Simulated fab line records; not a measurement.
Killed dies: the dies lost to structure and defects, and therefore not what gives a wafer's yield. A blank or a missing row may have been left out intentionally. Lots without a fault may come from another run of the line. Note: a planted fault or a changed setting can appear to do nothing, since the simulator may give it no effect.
fab line records -- flow gf180mcu
[record] lots = 24, wafers = 72, lastDay = 34
route steps=602 shown V3@455 M4@461 V4@481 MIM@506
lots untouched by any fault: they come from a run of this same line in which no faults occurred
startH: start of the lot's first displayed wafer, in hours after the record's first day -- waitH: time in hours since the lot's previous step -- " the same as in the row above -- L1.1+2: a row that stands for several wafers -- - no value, or no start was given -- * or withheld: withheld -- < > ~ a bound
route shown NAME@n: a module of which the file shows steps, and the number in the route of the first -- usual: the fault-free wafers' mean and standard deviation -- same: alike in all rows -- chamber/n: place in a boat -- sites: per-site readings -- _std_site: their standard deviation -- _edge_site: mean of outer sites minus mean of inner sites -- radiusMm: for every site, how far away it sits from the centre of the wafer -- mask NAME#n: copy n -- behind: the most recent tool/chamber to have shaped the wafer -- hold: what put the lot on hold/how long, in hours/how the hold closed -- device: the transistor (n, p or np) that didn't switch -- end of line: tests of these same wafers at the route's end -- where a step has no rows: the recipe by itself -- killed: at the first sort, the dies lost to defects and structure; wafer yield is something else -- map: per-die view of a wafer (x killed, . not killed, _ where there is no die)
set.NAME: the setting that was run; set.NAME@STEP: the one run at that earlier step -- model.NAME: the simulator's own value behind a step, which no gauge read
route steps across a sampled set of lots; one table per step, one row per wafer
services: the hour from which a tool's chamber was out of use, counted from the record's first day as startH (under 0 if before that day), plus the number of hours and why
[[steps]]
[step GF_V3_CMP_26]
[recipe] stopOn = SiO2, downForcePsi = 3.5, platenRpm = 60, tOverpolishS = 15, targetThkNm = 0, padVelocityMS = 0.94248
[usual] edgeZonePressureFrac = 1.000/0.005, motorCurrentA = 11.1/1.1, overpolishRunS = 15.000/0.0086, timeToEndpointS = 88/3.6
lot.wafer,tool,chamber,startH,waitH,edgeZonePressureFrac,motorCurrentA,overpolishRunS,timeToEndpointS
L074.1,cmp-02,3,518.56,0.3,0.999,9.3,15.012,90
L074.4,cmp-02,0,518.56,0.3,1.000,10.2,14.992,85
L074.5,cmp-02,2,518.56,0.3,1.002,10.8,15.005,90
L075.3,cmp-02,3,524.60,0.0,0.993,9.3,15.007,91
L075.2,cmp-02,0,524.60,0.0,0.996,10.4,14.996,93
L075.1,cmp-02,1,524.60,0.0,1.001,12.7,15.004,88
L076.3,cmp-01,2,542.45,0.0,1.004,11.1,14.995,87
L076.1,cmp-01,1,542.45,0.0,0.998,9.8,15.001,87
L076.5,cmp-01,2,542.45,0.0,1.012,11.4,15.000,90
L077.2,cmp-02,3,548.38,0.1,0.997,9.4,15.005,86
L077.3,cmp-02,1,548.38,0.1,1.004,11.4,14.993,88
L077.5,cmp-02,2,548.38,0.1,1.002,10.0,15.022,88
L078.1,cmp-01,0,554.19,0.1,0.994,12.6,14.999,87
L078.3,cmp-01,3,554.19,0.1,1.000,12.3,15.018,86
L078.5,cmp-01,1,554.19,0.1,1.006,9.8,14.985,86
L079.3,cmp-01,2,560.09,0.0,1.004,11.3,14.995,87
L079.2,cmp-01,3,560.09,0.0,1.000,12.1,15.004,86
L079.1,cmp-01,1,560.09,0.0,0.998,9.5,15.000,85
L080.2,cmp-01,1,574.79,0.1,1.000,9.8,14.983,89
L080.1,cmp-01,2,574.79,0.1,1.002,11.6,14.997,91
L080.5,cmp-01,3,574.79,0.1,1.000,12.7,14.993,92
L081.1,cmp-02,1,578.24,0.1,1.004,12.0,15.005,86
L081.3,cmp-02,2,578.24,0.1,1.001,10.3,14.992,89
L081.5,cmp-02,1,578.24,0.1,0.994,12.0,14.997,86
L082.4,cmp-01,1,593.85,0.1,1.009,10.2,14.996,85
L082.3,cmp-01,2,593.85,0.1,1.000,11.5,15.004,85
L082.5,cmp-01,0,593.85,0.1,0.991,12.5,15.014,83
L083.4,cmp-02,2,596.98,0.1,1.002,10.4,14.983,91
L083.3,cmp-02,3,596.98,0.1,1.004,9.5,14.987,91
L083.6,cmp-02,1,596.98,0.1,0.998,12.5,15.000,89
L084.1,cmp-01,0,603.52,0.1,1.005,11.9,14.990,82
L084.4,cmp-01,1,603.52,0.1,1.002,9.7,14.999,89
L084.5,cmp-01,3,603.52,0.1,1.001,12.5,15.001,85
L085.2,cmp-01,3,615.27,0.2,1.000,12.7,14.995,92
L085.5,cmp-01,0,615.27,0.2,1.003,12.5,14.992,90
L085.6,cmp-01,1,615.27,0.2,0.993,10.1,14.992,89
L086.1,cmp-02,1,621.25,0.1,1.009,11.9,14.990,88
L086.3,cmp-02,2,621.25,0.1,1.004,10.8,15.002,90
L086.6,cmp-02,2,621.25,0.1,0.997,10.5,14.997,92
L087.1,cmp-02,2,627.37,0.2,1.004,10.7,14.995,92
L087.6,cmp-02,3,627.37,0.2,0.997,9.6,14.996,93
L087.5,cmp-02,0,627.37,0.2,0.996,10.0,15.011,86
L088.2,cmp-02,2,638.74,0.2,0.997,10.7,14.998,96
L088.1,cmp-02,0,638.74,0.2,1.007,10.9,14.996,92
L088.4,cmp-02,1,638.74,0.2,1.005,12.1,15.019,91
L089.1,cmp-01,3,639.14,0.1,1.008,12.0,15.009,85
L089.2,cmp-01,1,639.14,0.1,0.996,10.5,14.998,82
L089.3,cmp-01,2,639.14,0.1,1.002,11.6,14.995,83
L090.1,cmp-02,3,646.34,0.1,1.000,9.5,14.999,98
L090.4,cmp-02,0,646.34,0.1,1.001,11.2,14.998,91
L090.6,cmp-02,0,646.34,0.1,1.001,10.3,14.983,96
L091.3,cmp-02,3,653.34,0.0,1.000,9.7,14.996,90
L091.2,cmp-02,1,653.34,0.0,0.994,12.0,14.997,88
L091.6,cmp-02,0,653.34,0.0,1.005,9.7,15.016,86
L092.1,cmp-02,2,660.39,0.1,1.005,10.2,15.005,92
L092.3,cmp-02,3,660.39,0.1,1.007,9.1,14.992,93
L092.6,cmp-02,2,660.39,0.1,1.002,10.7,15.002,90
L093.1,cmp-02,1,668.94,0.1,1.000,12.5,15.005,85
L093.2,cmp-02,0,668.94,0.1,1.004,10.6,15.004,91
L093.5,cmp-02,1,668.94,0.1,1.003,12.2,14.993,87
L094.2,cmp-01,3,675.06,0.0,0.997,13.2,15.004,84
L094.3,cmp-01,0,675.06,0.0,1.009,11.4,14.998,81
L094.4,cmp-01,2,675.06,0.0,0.994,11.6,15.001,84
L095.1,cmp-01,1,685.47,0.2,0.996,10.2,14.991,90
L095.6,cmp-01,2,685.47,0.2,1.003,10.4,14.994,86
L095.5,cmp-01,3,685.47,0.2,1.007,12.7,15.005,88
L096.3,cmp-01,3,686.37,0.1,1.005,12.5,15.002,87
L096.6,cmp-01,2,686.37,0.1,0.995,10.9,14.995,91
L096.5,cmp-01,3,686.37,0.1,0.994,12.4,14.987,84
L097.2,cmp-01,2,690.89,0.0,0.992,10.8,14.996,89
L097.4,cmp-01,3,690.89,0.0,0.999,12.0,14.998,91
L097.5,cmp-01,3,690.89,0.0,0.997,12.3,15.017,94
[step GF_M4_RS_MEAS_05]
[recipe] thkMeasGauge = four-point-probe, reads = TiN_of_M4_SPUTTER_04+Ti_of_M4_SPUTTER_03+AlCu_of_M4_SPUTTER_02+TiN_of_M4_SPUTTER_01+Ti_of_M4_SPUTTER_00
[usual] M4_ALCU_RS = 0.0674/0.00076
lot.wafer,tool,chamber,startH,waitH,M4_ALCU_RS[ohm/sq]
L074.1,filmMetro-01,-,519.03,0.0,0.0682
L074.4,filmMetro-01,-,519.03,0.0,0.0675
L074.5,filmMetro-01,-,519.03,0.0,0.0676
L075.1,filmMetro-04,-,525.12,0.0,0.0669
L075.2,filmMetro-04,-,525.12,0.0,0.0659
L075.3,filmMetro-04,-,525.12,0.0,0.0672
L076.1,filmMetro-03,-,542.97,0.0,0.0669
L076.3,filmMetro-03,-,542.97,0.0,0.0659
L076.5,filmMetro-03,-,542.97,0.0,0.0667
L077.2,filmMetro-03,-,548.95,0.1,0.0674
L077.3,filmMetro-03,-,548.95,0.1,0.0668
L077.5,filmMetro-03,-,548.95,0.1,0.0671
L078.1,filmMetro-03,-,554.71,0.0,0.0683
L078.3,filmMetro-03,-,554.71,0.0,0.0680
L078.5,filmMetro-03,-,554.71,0.0,0.0679
L079.1,filmMetro-03,-,560.61,0.0,0.0685
L079.2,filmMetro-03,-,560.61,0.0,0.0677
L079.3,filmMetro-03,-,560.61,0.0,0.0674
L080.1,filmMetro-03,-,575.21,0.0,0.0681
L080.2,filmMetro-03,-,575.21,0.0,0.0681
L080.5,filmMetro-03,-,575.21,0.0,0.0685
L081.1,filmMetro-03,-,578.76,0.0,0.0681
L081.3,filmMetro-03,-,578.76,0.0,0.0690
L081.5,filmMetro-03,-,578.76,0.0,0.0682
L082.3,filmMetro-04,-,594.36,0.1,0.0664
L082.4,filmMetro-04,-,594.36,0.1,0.0675
L082.5,filmMetro-04,-,594.36,0.1,0.0671
L083.3,filmMetro-04,-,597.49,0.1,0.0667
L083.4,filmMetro-04,-,597.49,0.1,0.0679
L083.6,filmMetro-04,-,597.49,0.1,0.0669
L084.1,filmMetro-03,-,603.94,0.0,0.0654
L084.4,filmMetro-03,-,603.94,0.0,0.0661
L084.5,filmMetro-03,-,603.94,0.0,0.0664
L085.2,filmMetro-01,-,615.67,0.0,0.0684
L085.5,filmMetro-01,-,615.67,0.0,0.0686
L085.6,filmMetro-01,-,615.67,0.0,0.0683
L086.1,filmMetro-03,-,621.77,0.0,0.0670
L086.3,filmMetro-03,-,621.77,0.0,0.0671
L086.6,filmMetro-03,-,621.77,0.0,0.0668
L087.1,filmMetro-01,-,627.74,0.0,0.0683
L087.5,filmMetro-01,-,627.74,0.0,0.0682
L087.6,filmMetro-01,-,627.74,0.0,0.0679
L088.1,filmMetro-03,-,639.26,0.0,0.0675
L088.2,filmMetro-03,-,639.26,0.0,0.0674
L088.4,filmMetro-03,-,639.26,0.0,0.0685
L089.1,filmMetro-01,-,639.66,0.0,0.0667
L089.2,filmMetro-01,-,639.66,0.0,0.0664
L089.3,filmMetro-01,-,639.66,0.0,0.0666
L090.1,filmMetro-01,-,646.86,0.0,0.0671
L090.4,filmMetro-01,-,646.86,0.0,0.0671
L090.6,filmMetro-01,-,646.86,0.0,0.0669
L091.2,filmMetro-01,-,653.88,0.0,0.0683
L091.3,filmMetro-01,-,653.88,0.0,0.0676
L091.6,filmMetro-01,-,653.88,0.0,0.0684
L092.1,filmMetro-01,-,660.86,0.0,0.0666
L092.3,filmMetro-01,-,660.86,0.0,0.0665
L092.6,filmMetro-01,-,660.86,0.0,0.0668
L093.1,filmMetro-01,-,669.46,0.0,0.0676
L093.2,filmMetro-01,-,669.46,0.0,0.0679
L093.5,filmMetro-01,-,669.46,0.0,0.0680
L094.2,filmMetro-01,-,675.60,0.0,0.0671
L094.3,filmMetro-01,-,675.60,0.0,0.0664
L094.4,filmMetro-01,-,675.60,0.0,0.0662
L095.1,filmMetro-04,-,685.85,0.0,0.0680
L095.5,filmMetro-04,-,685.85,0.0,0.0674
L095.6,filmMetro-04,-,685.85,0.0,0.0684
L096.3,filmMetro-04,-,686.88,0.1,0.0679
L096.5,filmMetro-04,-,686.88,0.1,0.0679
L096.6,filmMetro-04,-,686.88,0.1,0.0681
L097.2,filmMetro-04,-,691.43,0.0,0.0668
L097.4,filmMetro-04,-,691.43,0.0,0.0677
L097.5,filmMetro-04,-,691.43,0.0,0.0669
[step GF_V4_BOW_MEAS_05]
[recipe] mode = bow
[usual] V4_BOW = 137/8.5
lot.wafer,tool,chamber,startH,waitH,V4_BOW[um]
L074.1,filmMetro-04,-,542.95,0.2,130
L074.4,filmMetro-04,-,542.95,0.2,128
L074.5,filmMetro-04,-,542.95,0.2,128
L075.1,filmMetro-02,-,548.81,0.2,130
L075.2,filmMetro-02,-,548.81,0.2,115
L075.3,filmMetro-02,-,548.81,0.2,130
L076.1,filmMetro-03,-,570.71,0.1,128
L076.3,filmMetro-03,-,570.71,0.1,137
L076.5,filmMetro-03,-,570.71,0.1,136
L077.2,filmMetro-04,-,572.73,0.1,135
L077.3,filmMetro-04,-,572.73,0.1,146
L077.5,filmMetro-04,-,572.73,0.1,139
L078.1,filmMetro-04,-,577.91,0.2,129
L078.3,filmMetro-04,-,577.91,0.2,134
L078.5,filmMetro-04,-,577.91,0.2,137
L079.1,filmMetro-04,-,583.57,0.1,140
L079.2,filmMetro-04,-,583.57,0.1,158
L079.3,filmMetro-04,-,583.57,0.1,155
L080.1,filmMetro-03,-,598.22,0.1,125
L080.2,filmMetro-03,-,598.22,0.1,142
L080.5,filmMetro-03,-,598.22,0.1,133
L081.1,filmMetro-04,-,601.45,0.2,128
L081.3,filmMetro-04,-,601.45,0.2,132
L081.5,filmMetro-04,-,601.45,0.2,129
L082.3,filmMetro-03,-,615.60,0.2,142
L082.4,filmMetro-03,-,615.60,0.2,139
L082.5,filmMetro-03,-,615.60,0.2,144
L083.3,filmMetro-04,-,619.99,0.3,127
L083.4,filmMetro-04,-,619.99,0.3,139
L083.6,filmMetro-04,-,619.99,0.3,145
L084.1,filmMetro-02,-,625.91,0.2,140
L084.4,filmMetro-02,-,625.91,0.2,135
L084.5,filmMetro-02,-,625.91,0.2,120
L085.2,filmMetro-03,-,637.02,0.2,137
L085.5,filmMetro-03,-,637.02,0.2,133
L085.6,filmMetro-03,-,637.02,0.2,123
L086.1,filmMetro-03,-,643.48,0.1,124
L086.3,filmMetro-03,-,643.48,0.1,138
L086.6,filmMetro-03,-,643.48,0.1,125
L087.1,filmMetro-02,-,649.23,0.1,133
L087.5,filmMetro-02,-,649.23,0.1,137
L087.6,filmMetro-02,-,649.23,0.1,143
L088.1,filmMetro-03,-,660.91,0.2,141
L088.2,filmMetro-03,-,660.91,0.2,128
L088.4,filmMetro-03,-,660.91,0.2,140
L089.1,filmMetro-02,-,661.13,0.2,136
L089.2,filmMetro-02,-,661.13,0.2,143
L089.3,filmMetro-02,-,661.13,0.2,142
L090.1,filmMetro-03,-,667.71,0.2,122
L090.4,filmMetro-03,-,667.71,0.2,145
L090.6,filmMetro-03,-,667.71,0.2,127
L091.2,filmMetro-02,-,674.28,0.1,132
L091.3,filmMetro-02,-,674.28,0.1,136
L091.6,filmMetro-02,-,674.28,0.1,143
L092.1,filmMetro-02,-,681.46,0.2,140
L092.3,filmMetro-02,-,681.46,0.2,141
L092.6,filmMetro-02,-,681.46,0.2,135
L093.1,filmMetro-03,-,689.80,0.2,143
L093.2,filmMetro-03,-,689.80,0.2,141
L093.5,filmMetro-03,-,689.80,0.2,149
L094.2,filmMetro-04,-,696.00,0.3,141
L094.3,filmMetro-04,-,696.00,0.3,149
L094.4,filmMetro-04,-,696.00,0.3,140
L095.1,filmMetro-03,-,706.47,0.1,137
L095.5,filmMetro-03,-,706.47,0.1,134
L095.6,filmMetro-03,-,706.47,0.1,144
L096.3,filmMetro-04,-,707.15,0.1,145
L096.5,filmMetro-04,-,707.15,0.1,133
L096.6,filmMetro-04,-,707.15,0.1,137
L097.2,filmMetro-03,-,711.81,0.3,136
L097.4,filmMetro-03,-,711.81,0.3,135
L097.5,filmMetro-03,-,711.81,0.3,127
[step GF_MIM_SPUTTER_03]
[recipe] material = Ti, targetThkNm = 10, substrateTempC = 300, chamberPressurePa = 0.3, powerW = 3000, timeS = 6.7
[usual] throttleValvePct = 29.9/1.5
lot.wafer,tool,chamber,startH,waitH,throttleValvePct
L074.1,pvdSputter-01,-,568.09,0.0,26.5
L074.4,pvdSputter-01,-,568.09,0.0,28.9
L074.5,pvdSputter-01,-,568.09,0.0,28.8
L075.1,pvdSputter-03,-,572.57,0.0,28.3
L075.2,pvdSputter-03,-,572.57,0.0,30.8
L075.3,pvdSputter-03,-,572.57,0.0,31.6
L076.1,pvdSputter-02,-,592.98,0.0,31.4
L076.3,pvdSputter-02,-,592.98,0.0,30.9
L076.5,pvdSputter-02,-,592.98,0.0,29.7
L077.2,pvdSputter-03,-,595.72,0.0,28.5
L077.3,pvdSputter-03,-,595.72,0.0,30.8
L077.5,pvdSputter-03,-,595.72,0.0,30.6
L078.1,pvdSputter-02,-,601.25,0.0,29.7
L078.3,pvdSputter-02,-,601.25,0.0,31.1
L078.5,pvdSputter-02,-,601.25,0.0,29.8
L079.1,pvdSputter-03,-,606.46,0.0,30.9
L079.2,pvdSputter-03,-,606.46,0.0,30.9
L079.3,pvdSputter-03,-,606.46,0.0,32.0
L080.1,pvdSputter-02,-,621.27,0.0,31.2
L080.2,pvdSputter-02,-,621.27,0.0,29.9
L080.5,pvdSputter-02,-,621.27,0.0,29.8
L081.1,pvdSputter-02,-,624.22,0.0,31.1
L081.3,pvdSputter-02,-,624.22,0.0,29.7
L081.5,pvdSputter-02,-,624.22,0.0,30.0
L082.3,pvdSputter-01,-,637.13,0.0,29.0
L082.4,pvdSputter-01,-,637.13,0.0,27.7
L082.5,pvdSputter-01,-,637.13,0.0,27.9
L083.3,pvdSputter-01,-,642.40,0.0,27.9
L083.4,pvdSputter-01,-,642.40,0.0,27.7
L083.6,pvdSputter-01,-,642.40,0.0,28.8
L084.1,pvdSputter-03,-,647.93,0.0,31.1
L084.4,pvdSputter-03,-,647.93,0.0,31.8
L084.5,pvdSputter-03,-,647.93,0.0,28.3
L085.2,pvdSputter-03,-,658.26,0.0,31.0
L085.5,pvdSputter-03,-,658.26,0.0,32.2
L085.6,pvdSputter-03,-,658.26,0.0,31.0
L086.1,pvdSputter-01,-,664.63,0.0,27.9
L086.3,pvdSputter-01,-,664.63,0.0,26.7
L086.6,pvdSputter-01,-,664.63,0.0,28.7
L087.1,pvdSputter-01,-,670.95,0.0,28.0
L087.5,pvdSputter-01,-,670.95,0.0,29.1
L087.6,pvdSputter-01,-,670.95,0.0,26.5
L088.1,pvdSputter-01,-,681.21,0.0,28.9
L088.2,pvdSputter-01,-,681.21,0.0,26.7
L088.4,pvdSputter-01,-,681.21,0.0,27.7
L089.1,pvdSputter-03,-,682.42,0.0,30.9
L089.2,pvdSputter-03,-,682.42,0.0,31.0
L089.3,pvdSputter-03,-,682.42,0.0,32.2
L090.1,pvdSputter-02,-,688.05,0.0,29.9
L090.4,pvdSputter-02,-,688.05,0.0,31.3
L090.6,pvdSputter-02,-,688.05,0.0,29.8
L091.2,pvdSputter-01,-,694.94,0.0,27.9
L091.3,pvdSputter-01,-,694.94,0.0,26.8
L091.6,pvdSputter-01,-,694.94,0.0,31.0
L092.1,pvdSputter-02,-,701.92,0.0,31.1
L092.3,pvdSputter-02,-,701.92,0.0,31.6
L092.6,pvdSputter-02,-,701.92,0.0,30.9
L094.2,pvdSputter-03,-,716.12,0.0,32.2
L094.3,pvdSputter-03,-,716.12,0.0,30.8
L094.4,pvdSputter-03,-,716.12,0.0,31.1
L093.1,pvdSputter-03,-,717.11,0.0,31.9
L093.2,pvdSputter-03,-,717.11,0.0,30.8
L093.5,pvdSputter-03,-,717.11,0.0,30.6
L095.1,pvdSputter-01,-,726.06,0.0,26.5
L095.5,pvdSputter-01,-,726.06,0.0,27.5
L095.6,pvdSputter-01,-,726.06,0.0,30.8
L096.3,pvdSputter-02,-,726.86,0.0,31.3
L096.5,pvdSputter-02,-,726.86,0.0,29.8
L096.6,pvdSputter-02,-,726.86,0.0,30.0
L097.2,pvdSputter-03,-,731.59,0.0,28.6
L097.4,pvdSputter-03,-,731.59,0.0,31.0
L097.5,pvdSputter-03,-,731.59,0.0,31.9
[step GF_MIM_CVD_05]
[recipe] material = Si3N4, targetThkNm = 42, tempMaxC = 400, tempC = 385, timeS = 29.086, rfW = 450
[usual] heaterPowerW = 625/60
lot.wafer,tool,chamber,startH,waitH,heaterPowerW
L074.1,pecvd-02,1,568.15,0.0,562
L074.4,pecvd-02,0,568.15,0.0,599
L074.5,pecvd-02,1,568.15,0.0,565
L075.1,pecvd-04,0,572.63,0.0,588
L075.2,pecvd-04,2,572.63,0.0,656
L075.3,pecvd-04,1,572.63,0.0,646
L076.1,pecvd-03,0,593.04,0.0,675
L076.3,pecvd-03,1,593.04,0.0,693
L076.5,pecvd-03,2,593.04,0.0,661
L077.2,pecvd-02,0,595.78,0.0,600
L077.3,pecvd-02,2,595.78,0.0,700
L077.5,pecvd-02,1,595.78,0.0,688
L078.1,pecvd-03,0,601.31,0.0,713
L078.3,pecvd-03,1,601.31,0.0,590
L078.5,pecvd-03,1,601.31,0.0,591
L079.1,pecvd-02,1,606.52,0.0,712
L079.2,pecvd-02,0,606.52,0.0,519
L079.3,pecvd-02,2,606.52,0.0,609
L080.1,pecvd-04,0,621.33,0.0,576
L080.2,pecvd-04,1,621.33,0.0,545
L080.5,pecvd-04,2,621.33,0.0,733
L081.1,pecvd-02,2,624.28,0.0,615
L081.3,pecvd-02,0,624.28,0.0,580
L081.5,pecvd-02,1,624.28,0.0,683
L082.3,pecvd-04,2,637.19,0.0,701
L082.4,pecvd-04,0,637.19,0.0,590
L082.5,pecvd-04,1,637.19,0.0,629
L083.3,pecvd-03,0,642.46,0.0,638
L083.4,pecvd-03,2,642.46,0.0,664
L083.6,pecvd-03,1,642.46,0.0,594
L084.1,pecvd-04,0,647.99,0.0,537
L084.4,pecvd-04,0,647.99,0.0,548
L084.5,pecvd-04,1,647.99,0.0,617
L085.2,pecvd-02,0,658.32,0.0,604
L085.5,pecvd-02,2,658.32,0.0,589
L085.6,pecvd-02,1,658.32,0.0,653
L086.1,pecvd-04,2,664.69,0.0,646
L086.3,pecvd-04,0,664.69,0.0,514
L086.6,pecvd-04,2,664.69,0.0,657
L087.1,pecvd-03,0,671.01,0.0,762
L087.5,pecvd-03,0,671.01,0.0,771
L087.6,pecvd-03,2,671.01,0.0,573
L088.1,pecvd-04,0,681.27,0.0,548
L088.2,pecvd-04,1,681.27,0.0,575
L088.4,pecvd-04,1,681.27,0.0,567
L089.1,pecvd-03,1,682.48,0.0,653
L089.2,pecvd-03,0,682.48,0.0,685
L089.3,pecvd-03,2,682.48,0.0,558
L090.1,pecvd-03,0,688.11,0.0,674
L090.4,pecvd-03,0,688.11,0.0,688
L090.6,pecvd-03,1,688.11,0.0,666
L091.2,pecvd-04,0,695.00,0.0,512
L091.3,pecvd-04,1,695.00,0.0,643
L091.6,pecvd-04,2,695.00,0.0,631
L092.1,pecvd-02,0,701.98,0.0,588
L092.3,pecvd-02,1,701.98,0.0,616
L092.6,pecvd-02,0,701.98,0.0,602
L094.2,pecvd-03,2,716.18,0.0,612
L094.3,pecvd-03,1,716.18,0.0,591
L094.4,pecvd-03,0,716.18,0.0,639
L093.1,pecvd-04,0,717.17,0.0,567
L093.2,pecvd-04,1,717.17,0.0,586
L093.5,pecvd-04,2,717.17,0.0,688
L095.1,pecvd-02,1,726.12,0.0,619
L095.5,pecvd-02,0,726.12,0.0,524
L095.6,pecvd-02,2,726.12,0.0,690
L096.3,pecvd-02,0,726.92,0.0,604
L096.5,pecvd-02,1,726.92,0.0,571
L096.6,pecvd-02,0,726.92,0.0,610
L097.2,pecvd-02,2,731.65,0.0,708
L097.4,pecvd-02,2,731.65,0.0,702
L097.5,pecvd-02,0,731.65,0.0,544
[step GF_MIM_THK_MEAS_11]
[recipe] thkMeasGauge = xrf, reads = AlCu_of_MIM_SPUTTER_08
[usual] MIM_ALCU_THK = 200.9/2.5
lot.wafer,tool,chamber,startH,waitH,MIM_ALCU_THK[nm]
L074.1,filmMetro-01,-,568.47,0.1,202.8
L074.4,filmMetro-01,-,568.47,0.1,206.2
L074.5,filmMetro-01,-,568.47,0.1,207.2
L075.1,filmMetro-02,-,572.94,0.1,198.8
L075.2,filmMetro-02,-,572.94,0.1,201.4
L075.3,filmMetro-02,-,572.94,0.1,199.1
L076.1,filmMetro-02,-,593.35,0.1,202.6
L076.3,filmMetro-02,-,593.35,0.1,199.9
L076.5,filmMetro-02,-,593.35,0.1,201.7
L077.2,filmMetro-02,-,596.10,0.1,203.4
L077.3,filmMetro-02,-,596.10,0.1,202.2
L077.5,filmMetro-02,-,596.10,0.1,204.9
L078.1,filmMetro-01,-,601.63,0.1,201.9
L078.3,filmMetro-01,-,601.63,0.1,199.3
L078.5,filmMetro-01,-,601.63,0.1,202.2
L079.1,filmMetro-01,-,606.83,0.1,204.4
L079.2,filmMetro-01,-,606.83,0.1,202.7
L079.3,filmMetro-01,-,606.83,0.1,204.6
L080.1,filmMetro-01,-,621.64,0.1,199.5
L080.2,filmMetro-01,-,621.64,0.1,199.9
L080.5,filmMetro-01,-,621.64,0.1,199.4
L081.1,filmMetro-04,-,624.60,0.1,197.9
L081.3,filmMetro-04,-,624.60,0.1,198.0
L081.5,filmMetro-04,-,624.60,0.1,197.4
L082.3,filmMetro-02,-,637.52,0.1,198.4
L082.4,filmMetro-02,-,637.52,0.1,199.3
L082.5,filmMetro-02,-,637.52,0.1,199.1
L083.3,filmMetro-02,-,642.79,0.1,201.6
L083.4,filmMetro-02,-,642.79,0.1,205.0
L083.6,filmMetro-02,-,642.79,0.1,202.5
L084.1,filmMetro-04,-,648.30,0.1,203.7
L084.4,filmMetro-04,-,648.30,0.1,201.0
L084.5,filmMetro-04,-,648.30,0.1,202.1
L085.2,filmMetro-01,-,658.64,0.1,202.2
L085.5,filmMetro-01,-,658.64,0.1,204.4
L085.6,filmMetro-01,-,658.64,0.1,199.1
L086.1,filmMetro-01,-,665.01,0.1,202.0
L086.3,filmMetro-01,-,665.01,0.1,203.9
L086.6,filmMetro-01,-,665.01,0.1,205.1
L087.1,filmMetro-01,-,671.32,0.1,202.1
L087.5,filmMetro-01,-,671.32,0.1,202.2
L087.6,filmMetro-01,-,671.32,0.1,200.6
L088.1,filmMetro-04,-,681.58,0.1,200.8
L088.2,filmMetro-04,-,681.58,0.1,200.5
L088.4,filmMetro-04,-,681.58,0.1,199.4
L089.1,filmMetro-04,-,682.79,0.1,198.4
L089.2,filmMetro-04,-,682.79,0.1,200.7
L089.3,filmMetro-04,-,682.79,0.1,201.5
L090.1,filmMetro-02,-,688.43,0.1,203.4
L090.4,filmMetro-02,-,688.43,0.1,202.7
L090.6,filmMetro-02,-,688.43,0.1,200.9
L091.2,filmMetro-01,-,695.32,0.1,200.7
L091.3,filmMetro-01,-,695.32,0.1,200.3
L091.6,filmMetro-01,-,695.32,0.1,199.4
L092.1,filmMetro-04,-,702.29,0.1,201.6
L092.3,filmMetro-04,-,702.29,0.1,200.8
L092.6,filmMetro-04,-,702.29,0.1,201.6
L094.2,filmMetro-04,-,716.50,0.1,199.2
L094.3,filmMetro-04,-,716.50,0.1,201.7
L094.4,filmMetro-04,-,716.50,0.1,199.7
L093.1,filmMetro-04,-,717.48,0.1,195.8
L093.2,filmMetro-04,-,717.48,0.1,197.2
L093.5,filmMetro-04,-,717.48,0.1,195.2
L095.1,filmMetro-04,-,726.43,0.1,202.9
L095.5,filmMetro-04,-,726.43,0.1,197.8
L095.6,filmMetro-04,-,726.43,0.1,199.1
L096.3,filmMetro-04,-,727.25,0.1,198.8
L096.5,filmMetro-04,-,727.25,0.1,199.1
L096.6,filmMetro-04,-,727.25,0.1,200.1
L097.2,filmMetro-04,-,731.97,0.1,201.2
L097.4,filmMetro-04,-,731.97,0.1,197.9
L097.5,filmMetro-04,-,731.97,0.1,198.2
[[services]]
tool,chamber,startH,hours,kind
pecvd-02,-,502.16,14.6,pm
cmp-02,-,502.87,0.2,repair
cmp-01,-,517.65,3.3,pm
cmp-01,-,529.60,3.6,repair
pecvd-02,-,534.47,1.3,repair
cmp-01,-,545.04,1.6,repair
pvdSputter-03,-,548.91,1.0,repair
pecvd-03,0,554.65,5.0,repair
pvdSputter-02,-,565.07,1.4,repair
cmp-02,-,572.05,4.0,pm
pvdSputter-02,-,573.70,2.3,repair
cmp-02,-,576.05,-,consumableReplace:conditioner
pvdSputter-03,-,576.12,0.5,repair
pecvd-03,2,578.00,3.5,repair
pecvd-03,-,604.42,3.7,repair
pecvd-02,-,627.36,2.8,pm
pecvd-02,2,640.05,4.8,repair
pecvd-02,-,643.37,1.4,repair
pecvd-04,-,648.63,0.9,repair
cmp-01,-,652.78,1.7,repair
cmp-01,-,666.50,0.3,repair
pecvd-03,-,690.93,14.6,pm
pecvd-03,-,708.44,1.3,repair
pecvd-04,-,725.44,2.8,pm
[[key]]
fault none
